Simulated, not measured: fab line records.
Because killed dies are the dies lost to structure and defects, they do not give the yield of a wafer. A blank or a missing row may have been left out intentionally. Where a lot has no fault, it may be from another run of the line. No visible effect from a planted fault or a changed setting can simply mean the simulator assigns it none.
Chamber matching | flow gf180mcu | GF_V1_CMP_04 on cmp-02 has 4 sister chambers
The step polishes SiO2. 8 wafers are shown with their chamber, then 6 later ones without.

WAFERS PAIRED WITH THEIR CHAMBERS
wafer  | chamber | motor-current-A (A) | time-to-endpoint-s (s)
L803.2 | 1       | 10.4                | 72
L812.5 | 0       | 11.8                | 76
L822.2 | 0       | 11.8                | 78
L822.3 | 1       | 10.7                | 77
L822.4 | 2       | 11.7                | 85
L823.2 | 2       | 11.5                | 80
L823.3 | 3       | 13.5                | 80
L823.6 | 3       | 13.6                | 84

WAFERS MISSING THEIR CHAMBER
wafer  | motor-current-A (A) | time-to-endpoint-s (s)
L824.1 | 11.0                | 79
L824.5 | 11.7                | 83
L824.6 | 10.6                | 81
L825.1 | 11.4                | 80
L825.4 | 10.7                | 88
L825.5 | 10.6                | 78

WHICH CHAMBER EACH WENT THROUGH
wafer  | from the rows above     | in truth
L824.1 | can't be placed: 1 or 2 | 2
L824.5 | can't be placed: 2 or 0 | 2
L824.6 | 1                       | 1
L825.1 | can't be placed: 2 or 0 | 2
L825.4 | 1                       | 1
L825.5 | 1                       | 1
Correct placement for 3 of the 6. Cannot be placed on the basis of these rows: 3; the candidates contain the true chamber in 3. Placed wrongly: 0.
How it was worked out, from the rows above alone: a wafer's distance from a chamber is the root of the sum, over the readings, of the square of ((its reading less the chamber's mean) divided by the reading's scatter). If the next closest chamber is less than 2 further off than the closest, the wafer can't be placed; otherwise it belongs to the closest. A chamber's mean is the mean of its shown wafers. The scatter: the root of (the sum of the squares of (reading less its chamber's mean) over the shown wafers, divided by (wafers less chambers)).
